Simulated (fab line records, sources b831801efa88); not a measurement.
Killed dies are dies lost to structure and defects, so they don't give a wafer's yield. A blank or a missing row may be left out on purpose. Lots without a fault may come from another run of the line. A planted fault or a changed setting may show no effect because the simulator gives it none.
Which tool did it? | flow gf180mcu | 13 lots, 39 wafers sampled, at 5 steps of a route of 602

WHAT THE GAUGES READ, wafer by wafer
GF_POLY_GATE_THK_MEAS_17.
lot  | measured     | on            | POLY_GATE_OXIDATION_THK (nm)
L960 | day 9 14:52  | film_metro-02 | 4.14 4.13 4.11
L962 | day 10 10:41 | film_metro-02 | 4.03 4.01 4.07
L963 | day 10 17:16 | film_metro-03 | 4.04 4.12 4.08
L964 | day 10 22:55 | film_metro-03 | 4.14 4.16 4.04
L965 | day 10 22:55 | film_metro-02 | 4.11 4.09 3.99
L966 | day 11 06:17 | film_metro-03 | 4.06 4.04 4.06
L967 | day 11 19:01 | film_metro-01 | 4.19 4.13 4.05
L970 | day 12 16:16 | film_metro-01 | 4.02 4.03 4.07
L972 | day 13 00:45 | film_metro-02 | 3.91 3.94 3.97
L971 | day 13 05:35 | film_metro-01 | 4.01 3.85 4.00
L974 | day 13 18:08 | film_metro-01 | 3.90 3.85 3.85
L975 | day 14 03:07 | film_metro-03 | 3.97 3.94 4.02
L976 | day 14 07:51 | film_metro-01 | 3.98 3.80 3.94

GF_HV_LDD_OVL_MEAS_32.
lot  | measured     | on         | HV_LDD_02_OVL (nm)
L960 | day 11 22:01 | overlay-01 | -0.8 0.9 -0.5
L962 | day 12 19:07 | overlay-02 | -2.0 -1.4 -2.1
L963 | day 13 02:00 | overlay-02 | 0.9 -0.6 -0.6
L964 | day 13 08:06 | overlay-02 | -0.4 -0.3 -0.4
L965 | day 13 07:40 | overlay-01 | 0.5 1.4 0.4
L966 | day 13 16:54 | overlay-02 | 0.5 1.1 0.0
L967 | day 14 06:00 | overlay-02 | -0.4 -0.1 -0.8
L970 | day 15 05:42 | overlay-01 | -1.3 0.3 -0.2
L972 | day 15 15:06 | overlay-01 | 1.8 -0.9 -2.0
L971 | day 15 21:40 | overlay-01 | -1.3 0.7 -0.1
L974 | day 16 10:19 | overlay-02 | 0.3 0.8 1.4
L975 | day 16 20:12 | overlay-01 | -1.6 -1.0 -2.3
L976 | day 17 01:04 | overlay-02 | 0.7 1.7 3.0

GF_NSD_CD_MEAS_07: target cd 400 nm.
lot  | measured     | on        | cd_nm (nm)
L960 | day 13 17:39 | cd_sem-02 | 403.2 403.6 405.4
L962 | day 14 14:58 | cd_sem-01 | 400.2 402.5 401.2
L963 | day 14 22:29 | cd_sem-01 | 400.3 401.2 397.4
L964 | day 15 06:32 | cd_sem-01 | 401.1 398.4 399.7
L965 | day 15 05:55 | cd_sem-01 | 402.0 402.3 402.5
L966 | day 15 14:17 | cd_sem-02 | 402.2 400.7 400.6
L967 | day 16 04:50 | cd_sem-01 | 401.6 402.0 399.9
L970 | day 17 06:02 | cd_sem-01 | 400.9 399.4 400.0
L972 | day 17 15:00 | cd_sem-02 | 400.6 397.8 400.9
L971 | day 18 05:39 | cd_sem-02 | 400.4 402.3 399.8
L974 | day 18 12:18 | cd_sem-01 | 396.9 395.1 396.6
L975 | day 18 23:54 | cd_sem-01 | 401.2 400.5 399.9
L976 | day 19 03:16 | cd_sem-01 | 399.0 399.7 396.4

WHICH TOOL RAN EACH LOT (tool, then ch and the chambers of the sampled wafers, then the start)
lot  | GF_HV_LDD_COAT_41                 | GF_HV_LDD_STRIP_49
L960 | litho_track-02 ch 0, day 12 08:02 | plasma_asher-03 ch 0,1, day 12 18:02
L962 | litho_track-02 ch 0, day 13 04:59 | plasma_asher-03 ch 0,1, day 13 15:13
L963 | litho_track-01 ch 0, day 13 12:20 | plasma_asher-01 ch 0,1, day 13 22:44
L964 | litho_track-01 ch 0, day 13 18:02 | plasma_asher-01 ch 0,1, day 14 05:24
L965 | litho_track-01 ch 0, day 13 17:26 | plasma_asher-03 ch 0,1, day 14 04:38
L966 | litho_track-02 ch 0, day 14 03:37 | plasma_asher-01 ch 0,1, day 14 13:59
L967 | litho_track-01 ch 0, day 14 15:56 | plasma_asher-02 ch 0,1, day 15 03:36
L970 | litho_track-03 ch 0, day 15 16:23 | plasma_asher-01 ch 0,1, day 16 04:05
L972 | litho_track-02 ch 0, day 16 02:38 | plasma_asher-02 ch 0,1, day 16 13:41
L971 | litho_track-02 ch 0, day 16 14:35 | plasma_asher-02 ch 0,1, day 17 02:47
L974 | litho_track-02 ch 0, day 16 21:50 | plasma_asher-03 ch 0,1, day 17 10:05
L975 | litho_track-02 ch 0, day 17 08:13 | plasma_asher-03 ch 0,1, day 17 20:20
L976 | litho_track-02 ch 0, day 17 12:41 | plasma_asher-01 ch 0,1, day 18 00:32
- GF_HV_LDD_COAT_41: resist thk 1000 nm.
- GF_HV_LDD_STRIP_49: strips in O2/N2.

WHAT THE TOOLS THEMSELVES READ (means of the sampled wafers that have a number; where no wafer has one, the mark that the record gives instead)
GF_HV_LDD_COAT_41.
lot  | tool           | spin_speed_rpm (rpm)
L960 | litho_track-02 | 3001.1
L962 | litho_track-02 | 3000.4
L963 | litho_track-01 | 2998.3
L964 | litho_track-01 | 2999.3
L965 | litho_track-01 | 2998.6
L966 | litho_track-02 | 2998.5
L967 | litho_track-01 | 3002.2
L970 | litho_track-03 | 2999.8
L972 | litho_track-02 | 3002.0
L971 | litho_track-02 | 3001.0
L974 | litho_track-02 | 2999.7
L975 | litho_track-02 | 3306.1
L976 | litho_track-02 | 3305.3

GF_HV_LDD_STRIP_49.
lot  | tool            | drypump_motor_current_A (A) | heater_power_w (W) | oes_product_au (a.u.) | strip_time_to_endpoint_s (s)
L960 | plasma_asher-03 | 6.10                        | 362                | 0.714                 | 12.60
L962 | plasma_asher-03 | 6.08                        | 365                | 0.714                 | 12.62
L963 | plasma_asher-01 | 5.68                        | 363                | 0.718                 | 12.59
L964 | plasma_asher-01 | 5.68                        | 357                | 0.714                 | 12.62
L965 | plasma_asher-03 | 6.04                        | 385                | 0.720                 | 12.61
L966 | plasma_asher-01 | 5.67                        | 367                | 0.718                 | 12.62
L967 | plasma_asher-02 | 5.72                        | 340                | 0.716                 | 12.60
L970 | plasma_asher-01 | 5.73                        | 338                | 0.716                 | 12.60
L972 | plasma_asher-02 | 5.81                        | 351                | 0.714                 | 12.64
L971 | plasma_asher-02 | 5.83                        | 353                | 0.717                 | 12.58
L974 | plasma_asher-03 | 6.00                        | 383                | 0.716                 | 12.65
L975 | plasma_asher-03 | 6.00                        | 390                | 0.716                 | 12.02
L976 | plasma_asher-01 | 5.69                        | 361                | 0.719                 | 12.09

THE ANSWER, worked out from the rows above alone
Rule: what is usual is taken from the lots themselves. Put in order of their means at a reading, lots are off if they are a third of the lots or fewer, leave a main group of 4 or more, and stand apart from it by a gap of 3 or more times the standard deviation of the main group's means; of several such gaps the widest counts. A main group whose means are all the same, to the digits that the tables above print for the reading, isn't used. A lot without any number at a reading at which 4 lots or more have one is off too. The other lots that the step has rows for count as sound. The gauges are gone through in route order, then the tools' own readings, and for those a lot's mean is taken as printed above. The first step at which some lot is off is used, and at that step the reading that is off furthest; a lot without a number counts as furthest.
Off: L975, L976, at GF_HV_LDD_COAT_41 (spin_speed_rpm). The main group: mean 3000.1 rpm, standard deviation 1.3.
A tool fits if, at that step or a process step before it, it ran every lot that is off, and no sound lot after the first of them. One fits: litho_track-02 at GF_HV_LDD_COAT_41. Its last sound lot is L974 (day 16 21:50), its first lot that is off L975 (day 17 08:13): a fault that began between those two fits.
The tool's own readings at GF_HV_LDD_COAT_41 bear it out: on the lots that are off they differ by more than 5 times the standard deviation of the sound lots' means. spin_speed_rpm reads 3305.7 rpm there against 3000.1 rpm on the sound lots.

WHAT THE SIMULATOR HAD PUT IN
Process parameter drift: litho_track-02, from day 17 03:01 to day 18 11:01, at GF_HV_LDD_COAT_41. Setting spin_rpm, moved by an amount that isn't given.
Lots struck among those shown: L975, L976. The rule above found the same.
